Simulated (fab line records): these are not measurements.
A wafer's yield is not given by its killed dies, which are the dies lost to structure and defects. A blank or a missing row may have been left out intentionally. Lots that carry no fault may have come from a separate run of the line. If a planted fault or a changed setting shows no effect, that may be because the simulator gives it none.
Which tool is to blame? || flow gf180mcu || 13 lots, 36 wafers sampled, at 6 steps of a route of 602

WHAT THE GAUGES SHOWED, per wafer
GF_CONTACT_CD_MEAS_14: the cd target is 220 nm.
{"lot": "L989", "measured": "day 18 20:12", "on": "cdSem-01", "cdNm (nm)": "218.3 219.9"}
{"lot": "L992", "measured": "day 19 17:43", "on": "cdSem-01", "cdNm (nm)": "219.3 218.6"}
{"lot": "L993", "measured": "day 20 04:13", "on": "cdSem-02", "cdNm (nm)": "221.2 221.2"}
{"lot": "L995", "measured": "day 20 21:24", "on": "cdSem-01", "cdNm (nm)": "222.6 223.2 223.3"}
{"lot": "L997", "measured": "day 21 14:34", "on": "cdSem-01", "cdNm (nm)": "221.1 221.0 220.2"}
{"lot": "L998", "measured": "day 21 21:08", "on": "cdSem-01", "cdNm (nm)": "219.5 218.2 219.4"}
{"lot": "L999", "measured": "day 22 08:35", "on": "cdSem-02", "cdNm (nm)": "221.5 219.8 221.5"}
{"lot": "L100", "measured": "day 22 19:27", "on": "cdSem-02", "cdNm (nm)": "220.5 222.3 222.0"}
{"lot": "L101", "measured": "day 23 06:46", "on": "cdSem-02", "cdNm (nm)": "222.4 222.0 222.7"}
{"lot": "L102", "measured": "day 23 09:58", "on": "cdSem-01", "cdNm (nm)": "220.9 221.9 221.7"}
{"lot": "L103", "measured": "day 23 12:31", "on": "cdSem-02", "cdNm (nm)": "217.5 220.8 219.2"}
{"lot": "L104", "measured": "day 23 16:41", "on": "cdSem-02", "cdNm (nm)": "221.7 221.5 221.2"}
{"lot": "L105", "measured": "day 24 06:22", "on": "cdSem-02", "cdNm (nm)": "224.0 222.2 221.1"}

GF_CONTACT_RS_MEAS_25: measures by four-point-probe.
{"lot": "L989", "measured": "day 18 21:01", "on": "filmMetro-02", "CONTACT_W_RS (ohm/sq)": "0.277 0.384"}
{"lot": "L992", "measured": "day 19 18:32", "on": "filmMetro-02", "CONTACT_W_RS (ohm/sq)": "0.275 0.278"}
{"lot": "L993", "measured": "day 20 05:02", "on": "filmMetro-01", "CONTACT_W_RS (ohm/sq)": "0.276 0.277"}
{"lot": "L995", "measured": "day 20 22:13", "on": "filmMetro-03", "CONTACT_W_RS (ohm/sq)": "0.375 0.386 0.383"}
{"lot": "L997", "measured": "day 21 15:23", "on": "filmMetro-02", "CONTACT_W_RS (ohm/sq)": "0.384 0.379 0.384"}
{"lot": "L998", "measured": "day 21 21:57", "on": "filmMetro-02", "CONTACT_W_RS (ohm/sq)": "0.390 0.387 0.383"}
{"lot": "L999", "measured": "day 22 09:25", "on": "filmMetro-03", "CONTACT_W_RS (ohm/sq)": "0.380 0.379 0.385"}
{"lot": "L100", "measured": "day 22 20:17", "on": "filmMetro-03", "CONTACT_W_RS (ohm/sq)": "0.387 0.391 0.390"}
{"lot": "L101", "measured": "day 23 07:46", "on": "filmMetro-01", "CONTACT_W_RS (ohm/sq)": "0.384 0.384 0.383"}
{"lot": "L102", "measured": "day 23 11:05", "on": "filmMetro-02", "CONTACT_W_RS (ohm/sq)": "0.395 0.398 0.397"}
{"lot": "L103", "measured": "day 23 13:32", "on": "filmMetro-02", "CONTACT_W_RS (ohm/sq)": "0.383 0.385 0.383"}
{"lot": "L104", "measured": "day 23 17:31", "on": "filmMetro-03", "CONTACT_W_RS (ohm/sq)": "0.384 0.388 0.385"}
{"lot": "L105", "measured": "day 24 07:11", "on": "filmMetro-02", "CONTACT_W_RS (ohm/sq)": "0.386 0.386 0.384"}

GF_CONTACT_THK_MEAS_26: measures by xrf.
{"lot": "L989", "measured": "day 18 21:07", "on": "filmMetro-02", "CONTACT_W_THK (nm)": "398 290"}
{"lot": "L992", "measured": "day 19 18:38", "on": "filmMetro-02", "CONTACT_W_THK (nm)": "401 401"}
{"lot": "L993", "measured": "day 20 05:08", "on": "filmMetro-01", "CONTACT_W_THK (nm)": "398 398"}
{"lot": "L995", "measured": "day 20 22:19", "on": "filmMetro-03", "CONTACT_W_THK (nm)": "301 293 294"}
{"lot": "L997", "measured": "day 21 15:31", "on": "filmMetro-02", "CONTACT_W_THK (nm)": "293 295 292"}
{"lot": "L998", "measured": "day 21 22:04", "on": "filmMetro-02", "CONTACT_W_THK (nm)": "287 292 293"}
{"lot": "L999", "measured": "day 22 09:31", "on": "filmMetro-03", "CONTACT_W_THK (nm)": "296 295 293"}
{"lot": "L100", "measured": "day 22 20:23", "on": "filmMetro-03", "CONTACT_W_THK (nm)": "291 289 289"}
{"lot": "L101", "measured": "day 23 07:53", "on": "filmMetro-01", "CONTACT_W_THK (nm)": "288 289 290"}
{"lot": "L102", "measured": "day 23 11:13", "on": "filmMetro-02", "CONTACT_W_THK (nm)": "285 282 283"}
{"lot": "L103", "measured": "day 23 13:40", "on": "filmMetro-02", "CONTACT_W_THK (nm)": "296 293 294"}
{"lot": "L104", "measured": "day 23 17:38", "on": "filmMetro-03", "CONTACT_W_THK (nm)": "293 290 292"}
{"lot": "L105", "measured": "day 24 07:17", "on": "filmMetro-02", "CONTACT_W_THK (nm)": "293 291 294"}

WHAT TOOL EACH LOT RAN ON (gives the tool, then ch and the chambers of the sampled wafers, and finally the start)
{"lot": "L989", "GF_SALICIDE_RTA_08": "rtpAnneal-02 ch 0, day 17 19:21", "GF_CONTACT_SPUTTER_23": "pvdSputter-04, day 18 20:49", "GF_CONTACT_CVD_24": "cvdW-02 ch 0,1, day 18 20:53"}
{"lot": "L992", "GF_SALICIDE_RTA_08": "rtpAnneal-02 ch 0, day 18 16:56", "GF_CONTACT_SPUTTER_23": "pvdSputter-04, day 19 18:22", "GF_CONTACT_CVD_24": "cvdW-02 ch 0, day 19 18:25"}
{"lot": "L993", "GF_SALICIDE_RTA_08": "rtpAnneal-01 ch 0, day 19 03:22", "GF_CONTACT_SPUTTER_23": "pvdSputter-01, day 20 04:52", "GF_CONTACT_CVD_24": "cvdW-02 ch 0, day 20 04:55"}
{"lot": "L995", "GF_SALICIDE_RTA_08": "rtpAnneal-02 ch 0, day 19 20:04", "GF_CONTACT_SPUTTER_23": "pvdSputter-01, day 20 22:03", "GF_CONTACT_CVD_24": "cvdW-01 ch 0,1, day 20 22:05"}
{"lot": "L997", "GF_SALICIDE_RTA_08": "rtpAnneal-02 ch 0, day 20 13:41", "GF_CONTACT_SPUTTER_23": "pvdSputter-01, day 21 15:14", "GF_CONTACT_CVD_24": "cvdW-01 ch 0,1, day 21 15:17"}
{"lot": "L998", "GF_SALICIDE_RTA_08": "rtpAnneal-02 ch 0, day 20 20:36", "GF_CONTACT_SPUTTER_23": "pvdSputter-01, day 21 21:49", "GF_CONTACT_CVD_24": "cvdW-01 ch 0,1, day 21 21:51"}
{"lot": "L999", "GF_SALICIDE_RTA_08": "rtpAnneal-02 ch 0, day 21 07:59", "GF_CONTACT_SPUTTER_23": "pvdSputter-01, day 22 09:15", "GF_CONTACT_CVD_24": "cvdW-01 ch 0,1, day 22 09:17"}
{"lot": "L100", "GF_SALICIDE_RTA_08": "rtpAnneal-01 ch 0, day 21 19:26", "GF_CONTACT_SPUTTER_23": "pvdSputter-01, day 22 20:06", "GF_CONTACT_CVD_24": "cvdW-02 ch 0,1, day 22 20:11"}
{"lot": "L101", "GF_SALICIDE_RTA_08": "rtpAnneal-02 ch 0, day 22 06:58", "GF_CONTACT_SPUTTER_23": "pvdSputter-01, day 23 07:37", "GF_CONTACT_CVD_24": "cvdW-02 ch 0,1, day 23 07:40"}
{"lot": "L102", "GF_SALICIDE_RTA_08": "rtpAnneal-01 ch 0, day 22 10:23", "GF_CONTACT_SPUTTER_23": "pvdSputter-03, day 23 10:57", "GF_CONTACT_CVD_24": "cvdW-02 ch 0,1, day 23 10:59"}
{"lot": "L103", "GF_SALICIDE_RTA_08": "rtpAnneal-01 ch 0, day 22 13:37", "GF_CONTACT_SPUTTER_23": "pvdSputter-04, day 23 13:24", "GF_CONTACT_CVD_24": "cvdW-01 ch 0,1, day 23 13:26"}
{"lot": "L104", "GF_SALICIDE_RTA_08": "rtpAnneal-02 ch 0, day 22 17:11", "GF_CONTACT_SPUTTER_23": "pvdSputter-03, day 23 17:23", "GF_CONTACT_CVD_24": "cvdW-01 ch 0,1, day 23 17:25"}
{"lot": "L105", "GF_SALICIDE_RTA_08": "rtpAnneal-01 ch 0, day 23 07:31", "GF_CONTACT_SPUTTER_23": "pvdSputter-04, day 24 07:01", "GF_CONTACT_CVD_24": "cvdW-01 ch 0,1, day 24 07:05"}
- GF_SALICIDE_RTA_08: time 30 s.
- GF_CONTACT_SPUTTER_23: material TiN, target thk 10 nm, time 40 s.
- GF_CONTACT_CVD_24: deposits W, target thk 300 nm, time 90.339 s.

AS READ BY THE TOOLS THEMSELVES (means over the sampled wafers that have a number; for cases with no such wafer, the mark the record gives instead)
GF_SALICIDE_RTA_08.
{"lot": "L989", "tool": "rtpAnneal-02", "lampPowerPct (%)": 18.2, "wafer_temp_C_max": 802.3}
{"lot": "L992", "tool": "rtpAnneal-02", "lampPowerPct (%)": 18.2, "wafer_temp_C_max": 802.1}
{"lot": "L993", "tool": "rtpAnneal-01", "lampPowerPct (%)": 21.1, "wafer_temp_C_max": 805.0}
{"lot": "L995", "tool": "rtpAnneal-02", "lampPowerPct (%)": 18.2, "wafer_temp_C_max": 802.2}
{"lot": "L997", "tool": "rtpAnneal-02", "lampPowerPct (%)": 18.2, "wafer_temp_C_max": 801.6}
{"lot": "L998", "tool": "rtpAnneal-02", "lampPowerPct (%)": 18.3, "wafer_temp_C_max": 801.8}
{"lot": "L999", "tool": "rtpAnneal-02", "lampPowerPct (%)": 18.2, "wafer_temp_C_max": 802.5}
{"lot": "L100", "tool": "rtpAnneal-01", "lampPowerPct (%)": 21.1, "wafer_temp_C_max": 805.5}
{"lot": "L101", "tool": "rtpAnneal-02", "lampPowerPct (%)": 18.2, "wafer_temp_C_max": 802.2}
{"lot": "L102", "tool": "rtpAnneal-01", "lampPowerPct (%)": 21.1, "wafer_temp_C_max": 804.8}
{"lot": "L103", "tool": "rtpAnneal-01", "lampPowerPct (%)": 21.1, "wafer_temp_C_max": 806.1}
{"lot": "L104", "tool": "rtpAnneal-02", "lampPowerPct (%)": 18.2, "wafer_temp_C_max": 801.3}
{"lot": "L105", "tool": "rtpAnneal-01", "lampPowerPct (%)": 21.1, "wafer_temp_C_max": 804.9}

GF_CONTACT_SPUTTER_23.
{"lot": "L989", "tool": "pvdSputter-04", "throttleValvePct (%)": 30.6}
{"lot": "L992", "tool": "pvdSputter-04", "throttleValvePct (%)": 29.0}
{"lot": "L993", "tool": "pvdSputter-01", "throttleValvePct (%)": 31.2}
{"lot": "L995", "tool": "pvdSputter-01", "throttleValvePct (%)": 29.2}
{"lot": "L997", "tool": "pvdSputter-01", "throttleValvePct (%)": 29.4}
{"lot": "L998", "tool": "pvdSputter-01", "throttleValvePct (%)": 30.1}
{"lot": "L999", "tool": "pvdSputter-01", "throttleValvePct (%)": 30.3}
{"lot": "L100", "tool": "pvdSputter-01", "throttleValvePct (%)": 29.4}
{"lot": "L101", "tool": "pvdSputter-01", "throttleValvePct (%)": 29.8}
{"lot": "L102", "tool": "pvdSputter-03", "throttleValvePct (%)": 29.9}
{"lot": "L103", "tool": "pvdSputter-04", "throttleValvePct (%)": 29.0}
{"lot": "L104", "tool": "pvdSputter-03", "throttleValvePct (%)": 29.9}
{"lot": "L105", "tool": "pvdSputter-04", "throttleValvePct (%)": 29.2}

GF_CONTACT_CVD_24.
{"lot": "L989", "tool": "cvdW-02", "heaterPowerW (W)": 827}
{"lot": "L992", "tool": "cvdW-02", "heaterPowerW (W)": 838}
{"lot": "L993", "tool": "cvdW-02", "heaterPowerW (W)": 830}
{"lot": "L995", "tool": "cvdW-01", "heaterPowerW (W)": 904}
{"lot": "L997", "tool": "cvdW-01", "heaterPowerW (W)": 906}
{"lot": "L998", "tool": "cvdW-01", "heaterPowerW (W)": 883}
{"lot": "L999", "tool": "cvdW-01", "heaterPowerW (W)": 900}
{"lot": "L100", "tool": "cvdW-02", "heaterPowerW (W)": 838}
{"lot": "L101", "tool": "cvdW-02", "heaterPowerW (W)": 827}
{"lot": "L102", "tool": "cvdW-02", "heaterPowerW (W)": 837}
{"lot": "L103", "tool": "cvdW-01", "heaterPowerW (W)": 907}
{"lot": "L104", "tool": "cvdW-01", "heaterPowerW (W)": 904}
{"lot": "L105", "tool": "cvdW-01", "heaterPowerW (W)": 911}

THE ANSWER, worked out from the rows above alone
Rule: what is usual is taken from the lots themselves. The widest of any qualifying gaps counts: lots, ordered by their means at a reading, are off when they make up no more than a third of the lots, leave a main group of 4 or more, and stand apart from it by 3 or more times the standard deviation of that group's means. Not used: any main group whose means are identical at the precision the tables above print for the reading. A lot without any number at a reading at which 4 lots or more have one is off too. All remaining lots with rows at the step are treated as sound. Order of review: gauges by route order, followed by the tools' own readings, for which a lot's mean as printed above is used. At the first step where some lot is off, the reading lying furthest off is the one used; lots without a number count as furthest.
Off: at GF_CONTACT_RS_MEAS_25 (CONTACT_W_RS), L989, L992, L993. For the main group the mean is 0.386 ohm/sq and the standard deviation 0.0044.
A tool fits if, at a process step before that reading, it ran every lot that is off, and no sound lot after the first of them. Those tools and the gauges at GF_CONTACT_RS_MEAS_25 are tried in the same way. No candidate that was tried fits.

WHAT THE SIMULATOR HAD INSERTED
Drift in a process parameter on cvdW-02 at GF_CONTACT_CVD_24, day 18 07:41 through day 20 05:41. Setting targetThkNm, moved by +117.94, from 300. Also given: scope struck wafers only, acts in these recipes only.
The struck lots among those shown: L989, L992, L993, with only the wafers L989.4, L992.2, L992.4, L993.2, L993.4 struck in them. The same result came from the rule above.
